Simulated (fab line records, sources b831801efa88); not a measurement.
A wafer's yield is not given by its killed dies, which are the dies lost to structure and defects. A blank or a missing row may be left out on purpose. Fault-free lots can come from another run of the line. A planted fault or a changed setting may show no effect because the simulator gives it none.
Which tool was responsible? / flow gf180mcu / Sampling: 11 lots, 33 wafers, 5 of 602 route steps

== WHAT THE GAUGES SHOWED, per wafer ==
GF_VT_IMPLANT_OVL_MEAS_29. Usual: VT_IMPLANT_02_OVL gives 0.4 nm (standard deviation 1.7).
lot=L313; measured=day 7 14:37; on=overlay-01; VT_IMPLANT_02_OVL (nm)=1.0 1.8 0.8; flag=
lot=L317; measured=day 8 19:14; on=overlay-01; VT_IMPLANT_02_OVL (nm)=-1.0 -0.6 -0.3; flag=
lot=L320; measured=day 9 05:59; on=overlay-01; VT_IMPLANT_02_OVL (nm)=-0.8 -1.7 -2.8; flag=
lot=L321; measured=day 9 12:37; on=overlay-02; VT_IMPLANT_02_OVL (nm)=1.8 2.0 3.0; flag=
lot=L326; measured=day 10 22:28; on=overlay-02; VT_IMPLANT_02_OVL (nm)=1.5 1.8 1.0; flag=
lot=L327; measured=day 11 02:05; on=overlay-01; VT_IMPLANT_02_OVL (nm)=-1.3 -1.3 -2.3; flag=
lot=L329; measured=day 11 17:52; on=overlay-01; VT_IMPLANT_02_OVL (nm)=2.8 3.2 3.9; flag=
lot=L330; measured=day 12 01:07; on=overlay-01; VT_IMPLANT_02_OVL (nm)=-1.1 1.4 0.4; flag=
lot=L332; measured=day 12 12:35; on=overlay-02; VT_IMPLANT_02_OVL (nm)=-0.1 2.6 0.2; flag=
lot=L333; measured=day 12 19:07; on=overlay-02; VT_IMPLANT_02_OVL (nm)=1.8 4.1 1.2; flag=
lot=L334; measured=day 12 23:40; on=overlay-01; VT_IMPLANT_02_OVL (nm)=0.0 1.4 1.5; flag=

GF_VT_IMPLANT_OVL_MEAS_40. Usual: VT_IMPLANT_03_OVL gives -0.2 nm (standard deviation 1.4).
lot=L313; measured=day 8 05:50; on=overlay-01; VT_IMPLANT_03_OVL (nm)=-0.4 -0.5 -2.7; flag=
lot=L317; measured=day 9 11:59; on=overlay-01; VT_IMPLANT_03_OVL (nm)=1.5 2.5 1.9; flag=
lot=L320; measured=day 9 22:53; on=overlay-02; VT_IMPLANT_03_OVL (nm)=-0.9 -0.6 0.8; flag=
lot=L321; measured=day 10 06:34; on=overlay-01; VT_IMPLANT_03_OVL (nm)=-1.7 0.0 -2.0; flag=
lot=L326; measured=day 11 17:02; on=overlay-01; VT_IMPLANT_03_OVL (nm)=-0.2 -0.4 -0.2; flag=
lot=L327; measured=day 11 21:13; on=overlay-02; VT_IMPLANT_03_OVL (nm)=-2.0 -3.0 -1.2; flag=
lot=L329; measured=day 12 12:52; on=overlay-01; VT_IMPLANT_03_OVL (nm)=-0.3 -1.2 -1.4; flag=
lot=L330; measured=day 12 19:56; on=overlay-01; VT_IMPLANT_03_OVL (nm)=-1.3 0.7 -1.6; flag=
lot=L332; measured=day 13 07:13; on=overlay-02; VT_IMPLANT_03_OVL (nm)=1.6 2.8 1.4; flag=
lot=L333; measured=day 13 13:37; on=overlay-01; VT_IMPLANT_03_OVL (nm)=1.0 -0.9 2.1; flag=
lot=L334; measured=day 13 18:53; on=overlay-01; VT_IMPLANT_03_OVL (nm)=0.3 1.0 -0.1; flag=

GF_HV_LDD_THK_MEAS_57. Usual: HV_LDD_CVD_56_THK gives 89.7 nm (standard deviation 0.9).
lot=L313; measured=day 13 07:22; on=film_metro-01; HV_LDD_CVD_56_THK (nm)=89.4 88.9 90.0; flag=
lot=L317; measured=day 14 20:10; on=film_metro-04; HV_LDD_CVD_56_THK (nm)=91.1 90.5 90.9; flag=
lot=L320; measured=day 15 11:54; on=film_metro-02; HV_LDD_CVD_56_THK (nm)=117.2 117.5 117.4; flag=OFF
lot=L321; measured=day 15 23:41; on=film_metro-04; HV_LDD_CVD_56_THK (nm)=115.4 115.0 115.4; flag=OFF
lot=L326; measured=day 17 14:10; on=film_metro-04; HV_LDD_CVD_56_THK (nm)=90.1 90.1 90.5; flag=
lot=L327; measured=day 18 00:29; on=film_metro-04; HV_LDD_CVD_56_THK (nm)=89.2 89.3 89.7; flag=
lot=L329; measured=day 18 12:49; on=film_metro-01; HV_LDD_CVD_56_THK (nm)=89.1 88.1 87.9; flag=
lot=L330; measured=day 18 23:22; on=film_metro-04; HV_LDD_CVD_56_THK (nm)=89.6 89.7 88.7; flag=
lot=L332; measured=day 19 11:08; on=film_metro-02; HV_LDD_CVD_56_THK (nm)=89.8 89.8 89.8; flag=
lot=L333; measured=day 19 19:44; on=film_metro-01; HV_LDD_CVD_56_THK (nm)=89.6 90.2 90.6; flag=
lot=L334; measured=day 20 02:50; on=film_metro-04; HV_LDD_CVD_56_THK (nm)=90.1 89.1 90.4; flag=

== WHAT TOOL EACH LOT RAN ON (gives the tool, then ch and the chambers of the sampled wafers, and finally the start) ==
lot=L313; GF_POLY_GATE_STRIP_14=plasma_asher-04 ch 0,1, day 9 22:22; GF_HV_LDD_CVD_56=lpcvd-02 ch 0, day 13 05:56
lot=L317; GF_POLY_GATE_STRIP_14=plasma_asher-02 ch 0,1, day 11 08:16; GF_HV_LDD_CVD_56=lpcvd-01 ch 1, day 14 18:43
lot=L320; GF_POLY_GATE_STRIP_14=plasma_asher-03 ch 0,1, day 11 20:41; GF_HV_LDD_CVD_56=lpcvd-01 ch 0, day 15 10:27
lot=L321; GF_POLY_GATE_STRIP_14=plasma_asher-02 ch 0,1, day 12 04:14; GF_HV_LDD_CVD_56=lpcvd-01 ch 0, day 15 22:15
lot=L326; GF_POLY_GATE_STRIP_14=plasma_asher-04 ch 0,1, day 13 15:35; GF_HV_LDD_CVD_56=lpcvd-02 ch 0, day 17 12:44
lot=L327; GF_POLY_GATE_STRIP_14=plasma_asher-04 ch 0,1, day 14 03:50; GF_HV_LDD_CVD_56=lpcvd-02 ch 1, day 17 23:03
lot=L329; GF_POLY_GATE_STRIP_14=plasma_asher-04 ch 0,1, day 14 11:38; GF_HV_LDD_CVD_56=lpcvd-02 ch 1, day 18 11:23
lot=L330; GF_POLY_GATE_STRIP_14=plasma_asher-02 ch 0, day 14 20:59; GF_HV_LDD_CVD_56=lpcvd-02 ch 0, day 18 21:56
lot=L332; GF_POLY_GATE_STRIP_14=plasma_asher-02 ch 0,1, day 15 08:11; GF_HV_LDD_CVD_56=lpcvd-02 ch 0, day 19 09:42
lot=L333; GF_POLY_GATE_STRIP_14=plasma_asher-02 ch 0,1, day 15 15:14; GF_HV_LDD_CVD_56=lpcvd-01 ch 0, day 19 18:19
lot=L334; GF_POLY_GATE_STRIP_14=plasma_asher-04 ch 0,1, day 15 23:35; GF_HV_LDD_CVD_56=lpcvd-01 ch 0, day 20 01:24
- GF_POLY_GATE_STRIP_14: strips in O2/N2.
- GF_HV_LDD_CVD_56: deposits Si3N4 from DCS/NH3, target thk 90 nm, time 1543 s.

== WHAT THE TOOLS THEMSELVES READ (means of the sampled wafers that have a number; where no wafer has one, the mark that the record gives instead) ==
GF_POLY_GATE_STRIP_14. Usual: drypump_motor_current_A 5.7 A, standard deviation 0.52; heater_power_w 325 W, standard deviation 29; oes_product_au 0.505 a.u., standard deviation 0.005.
lot=L313; tool=plasma_asher-04; drypump_motor_current_A (A)=5.6; heater_power_w (W)=334; oes_product_au (a.u.)=0.506; flag=
lot=L317; tool=plasma_asher-02; drypump_motor_current_A (A)=5.6; heater_power_w (W)=319; oes_product_au (a.u.)=0.502; flag=
lot=L320; tool=plasma_asher-03; drypump_motor_current_A (A)=5.9; heater_power_w (W)=296; oes_product_au (a.u.)=0.506; flag=
lot=L321; tool=plasma_asher-02; drypump_motor_current_A (A)=5.3; heater_power_w (W)=311; oes_product_au (a.u.)=0.506; flag=
lot=L326; tool=plasma_asher-04; drypump_motor_current_A (A)=5.9; heater_power_w (W)=359; oes_product_au (a.u.)=0.507; flag=
lot=L327; tool=plasma_asher-04; drypump_motor_current_A (A)=5.8; heater_power_w (W)=356; oes_product_au (a.u.)=0.504; flag=
lot=L329; tool=plasma_asher-04; drypump_motor_current_A (A)=5.6; heater_power_w (W)=337; oes_product_au (a.u.)=0.507; flag=
lot=L330; tool=plasma_asher-02; drypump_motor_current_A (A)=4.9; heater_power_w (W)=301; oes_product_au (a.u.)=0.503; flag=
lot=L332; tool=plasma_asher-02; drypump_motor_current_A (A)=5.3; heater_power_w (W)=316; oes_product_au (a.u.)=0.509; flag=
lot=L333; tool=plasma_asher-02; drypump_motor_current_A (A)=5.6; heater_power_w (W)=319; oes_product_au (a.u.)=0.505; flag=
lot=L334; tool=plasma_asher-04; drypump_motor_current_A (A)=5.6; heater_power_w (W)=335; oes_product_au (a.u.)=0.501; flag=

GF_HV_LDD_CVD_56. Usual: spike_tc_bottom_C 789.8 C, standard deviation 2.9; spike_tc_centre_C 770.6 C, standard deviation 1.6; spike_tc_lower_C 769.2 C, standard deviation 1.2; spike_tc_top_C 784.2 C, standard deviation 1.9; spike_tc_upper_C 769.7 C, standard deviation 1.3; zone_power_lower_pct 13.1 %, standard deviation 0.74.
lot=L313; tool=lpcvd-02; spike_tc_bottom_C (C)=787.9; spike_tc_centre_C (C)=770.7; spike_tc_lower_C (C)=769.5; spike_tc_top_C (C)=782.2; spike_tc_upper_C (C)=770.2; zone_power_lower_pct (%)=13.5; flag=
lot=L317; tool=lpcvd-01; spike_tc_bottom_C (C)=791.1; spike_tc_centre_C (C)=768.2; spike_tc_lower_C (C)=768.4; spike_tc_top_C (C)=787.4; spike_tc_upper_C (C)=769.1; zone_power_lower_pct (%)=14.0; flag=
lot=L320; tool=lpcvd-01; spike_tc_bottom_C (C)=808.5; spike_tc_centre_C (C)=783.7; spike_tc_lower_C (C)=783.4; spike_tc_top_C (C)=796.9; spike_tc_upper_C (C)=783.1; zone_power_lower_pct (%)=12.6; flag=OFF
lot=L321; tool=lpcvd-01; spike_tc_bottom_C (C)=809.2; spike_tc_centre_C (C)=782.4; spike_tc_lower_C (C)=783.4; spike_tc_top_C (C)=797.2; spike_tc_upper_C (C)=781.7; zone_power_lower_pct (%)=12.6; flag=OFF
lot=L326; tool=lpcvd-02; spike_tc_bottom_C (C)=788.4; spike_tc_centre_C (C)=770.0; spike_tc_lower_C (C)=769.5; spike_tc_top_C (C)=782.3; spike_tc_upper_C (C)=769.1; zone_power_lower_pct (%)=13.6; flag=
lot=L327; tool=lpcvd-02; spike_tc_bottom_C (C)=787.2; spike_tc_centre_C (C)=771.3; spike_tc_lower_C (C)=768.7; spike_tc_top_C (C)=784.3; spike_tc_upper_C (C)=770.5; zone_power_lower_pct (%)=12.3; flag=
lot=L329; tool=lpcvd-02; spike_tc_bottom_C (C)=787.5; spike_tc_centre_C (C)=772.3; spike_tc_lower_C (C)=768.4; spike_tc_top_C (C)=785.1; spike_tc_upper_C (C)=770.4; zone_power_lower_pct (%)=12.4; flag=
lot=L330; tool=lpcvd-02; spike_tc_bottom_C (C)=787.4; spike_tc_centre_C (C)=770.8; spike_tc_lower_C (C)=768.9; spike_tc_top_C (C)=783.2; spike_tc_upper_C (C)=770.2; zone_power_lower_pct (%)=13.5; flag=
lot=L332; tool=lpcvd-02; spike_tc_bottom_C (C)=788.1; spike_tc_centre_C (C)=771.5; spike_tc_lower_C (C)=769.6; spike_tc_top_C (C)=782.9; spike_tc_upper_C (C)=769.0; zone_power_lower_pct (%)=13.6; flag=
lot=L333; tool=lpcvd-01; spike_tc_bottom_C (C)=794.8; spike_tc_centre_C (C)=770.2; spike_tc_lower_C (C)=770.8; spike_tc_top_C (C)=784.2; spike_tc_upper_C (C)=769.7; zone_power_lower_pct (%)=12.3; flag=
lot=L334; tool=lpcvd-01; spike_tc_bottom_C (C)=794.2; spike_tc_centre_C (C)=768.5; spike_tc_lower_C (C)=768.8; spike_tc_top_C (C)=784.1; spike_tc_upper_C (C)=768.7; zone_power_lower_pct (%)=12.2; flag=

== THE ANSWER, worked out from the rows above alone ==
Rule: take the mean of a lot's wafers that have a number; if it is more than 3 standard deviations from the usual mean, the lot is off. Also off: a lot with no number at a reading for which 4 or more lots have one. The other lots that the step has rows for count as sound. After the gauges, taken in route order, come the tools' own readings; for these a lot's mean is taken, as printed above. At the first step where some lot is off, the reading lying furthest off is the one used; lots without a number count as furthest.
Off: at GF_HV_LDD_THK_MEAS_57 (HV_LDD_CVD_56_THK), L320, L321.
If a tool, at a process step before that reading, ran all the lots that are off and no sound lot after the first of them, it fits. Not tried: the gauges at GF_HV_LDD_THK_MEAS_57; whatever is off there is also off at GF_HV_LDD_CVD_56, on other tools, and gauge error can't account for it. None of those tried fits.

== WHAT WAS PUT IN BY THE SIMULATOR ==
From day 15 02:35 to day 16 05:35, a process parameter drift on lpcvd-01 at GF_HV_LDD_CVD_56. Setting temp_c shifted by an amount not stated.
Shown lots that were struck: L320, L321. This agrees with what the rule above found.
